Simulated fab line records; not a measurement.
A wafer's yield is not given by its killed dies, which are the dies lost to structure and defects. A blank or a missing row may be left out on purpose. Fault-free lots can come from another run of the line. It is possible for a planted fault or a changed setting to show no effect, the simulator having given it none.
Comparing a struck lot with a sound one	flow gf180mcu	28 out of 602 route steps
Sound: the wafers L663.2, L663.3, L663.4. Wafers L677.3, L677.5, L677.6 were the ones struck. The cause is named last.
Per side, at each step with rows, come the tool, then ch with its chambers, and then its first start. Under that, the readings that differ: sound wafers	struck wafers	difference of the means	sigmas: that difference in standard deviations of wafers without a fault.
alike: readings whose means differ by less than 2 such deviations, and words and numbers that are the same on both sides. not compared: withheld readings, readings that some wafer has no value for, bounds like >300 that may hide the same value, and numbers for which the record gives no deviation and whose values overlap.
A row with sigmas, a row that says differs or no value, or rows on one side alone: a step with any of these is where the two part. When numbers do not overlap yet have no deviation, they are printed without sigmas and do not part them. Lack of a reading on every wafer of one side parts them only where that side has two or more wafers.

first, 1 step without rows for these wafers: GF_CONTACT_ETCH_16 (etches BARC in N2/H2).
GF_CONTACT_ETCH_17: etches SiO2 in C4F8/O2/Ar, stops on CoSi2, target depth 860 nm.
  sound on rieDiel-02 ch 0,2,3; struck on rieDiel-02 ch 0,1,3
  alike: oesProductAu
GF_CONTACT_STRIP_18: strips in O2/N2.
  sound on plasmaAsher-04 ch 0,1, day 16 04:32; struck on plasmaAsher-03 ch 0,1, day 21 10:17
  alike: drypumpMotorCurrentA, heaterPowerW, oesProductAu
  not compared: rfHoursCounterH
then, 3 steps without rows for these wafers: GF_CONTACT_CLEAN_19 (cleans in SPM); GF_CONTACT_CLEAN_20 (cleans in DIW); GF_CONTACT_CLEAN_21 (cleans in dHF, time 20 s).
GF_CONTACT_SPUTTER_22: material Ti, target thk 15 nm, time 80.02 s.
  sound on pvdSputter-02 at day 16 04:56; struck on pvdSputter-02 at day 21 10:33
reading	sound	struck	difference	sigmas
cathodeDcPowerW (W)	2499.5 2500.2 2499.1	2501.2 2500.3 2500.4	+1.0	+2
  alike: chamberPressurePa, throttleValvePct
then, 2 steps without rows for these wafers: GF_CONTACT_SPUTTER_23 (material TiN, target thk 10 nm, time 40 s); GF_CONTACT_CVD_24 (deposits W, target thk 300 nm, time 90.339 s).
GF_CONTACT_RS_MEAS_25: measurement is done with a four-point probe.
  sound on filmMetro-02 at day 16 05:09; struck on filmMetro-02 at day 21 10:47
  alike: CONTACT_W_RS
GF_CONTACT_THK_MEAS_26: measures by xrf.
  sound on filmMetro-02 at day 16 05:16; struck on filmMetro-02 at day 21 10:53
  alike: CONTACT_W_THK
then, 1 step without rows for these wafers: GF_CONTACT_CMP_27 (polishes, stops on SiO2, t overpolish 15 s, target thk 0 nm).
GF_M1_SPUTTER_00: material Ti, target thk 37.5 nm, time 150 s.
  sound on pvdSputter-04 at day 16 05:37; struck on pvdSputter-04 at day 21 11:14
  no value came back on the struck wafers for cathodeDcPowerW (W), chamberPressurePa (Pa), throttleValvePct (%); on the sound wafers cathodeDcPowerW (W) reads 3998.4 4000.7 3999.7
then, 2 steps without rows for these wafers: GF_M1_SPUTTER_01 (material TiN, target thk 30 nm, time 25 s); GF_M1_SPUTTER_02 (material AlCu, target thk 450 nm, time 23.9 s).
GF_M1_SPUTTER_03: material Ti, target thk 10 nm, time 6.7 s.
  sound on pvdSputter-04 at day 16 05:46; struck on pvdSputter-04 at day 21 11:23
  alike: cathodeDcPowerW, chamberPressurePa, throttleValvePct
then, 8 steps without rows for these wafers: GF_M1_SPUTTER_04 (material TiN, target thk 50 nm, time 41.7 s); GF_M1_DEHYDRATE_07 (time 60 s); GF_M1_HMDS_08 (prime time 60 s); GF_M1_COAT_09 (resist thk 1000 nm); GF_M1_SOFTBAKE_10 (time 60 s); GF_M1_EXPOSE_11 (exposes mask Metal1, target cd 230 nm); GF_M1_PEB_12 (peb time 90 s); GF_M1_DEVELOP_13 (develop time 60 s).
GF_M1_CD_MEAS_14 targets a cd of 230 nm.
  sound on cdSem-01 at day 17 03:52; struck on cdSem-02 at day 22 11:15
  alike: cdNm
GF_M1_OVL_MEAS_15:
  sound on overlay-02 at day 17 03:59; struck on overlay-01 at day 22 11:20
  alike: M1_OVL
GF_M1_METAL_ETCH_16: etches the open film in Cl2/BCl3, stops on SiO2, target depth 627.5 nm, time 104.6 s.
  sound on rieMetal-03 ch 0,1, day 17 04:01; struck on rieMetal-02 ch 0,1, day 22 11:25
reading	sound	struck	difference	sigmas
oesProductAu (a.u.)	0.977 0.965 0.967	0.990 0.979 0.983	+0.014	+2
  alike: drypumpMotorCurrentA, mfcCl2Sccm, throttleValvePct
  not compared: rfHoursCounterH
GF_M1_STRIP_17: strips in O2/N2.
  sound on plasmaAsher-03 ch 0,1, day 17 04:07; struck on plasmaAsher-01 ch 0,1, day 22 11:31
  alike: drypumpMotorCurrentA, heaterPowerW, oesProductAu, stripTimeToEndpointS
  not compared: rfHoursCounterH

WHERE THEY PART
At GF_CONTACT_SPUTTER_22 first; at GF_M1_METAL_ETCH_16 last (within this record only). Later steps at which nothing parts them and some readings are alike: GF_M1_STRIP_17.

WHY: whatever the simulator had introduced
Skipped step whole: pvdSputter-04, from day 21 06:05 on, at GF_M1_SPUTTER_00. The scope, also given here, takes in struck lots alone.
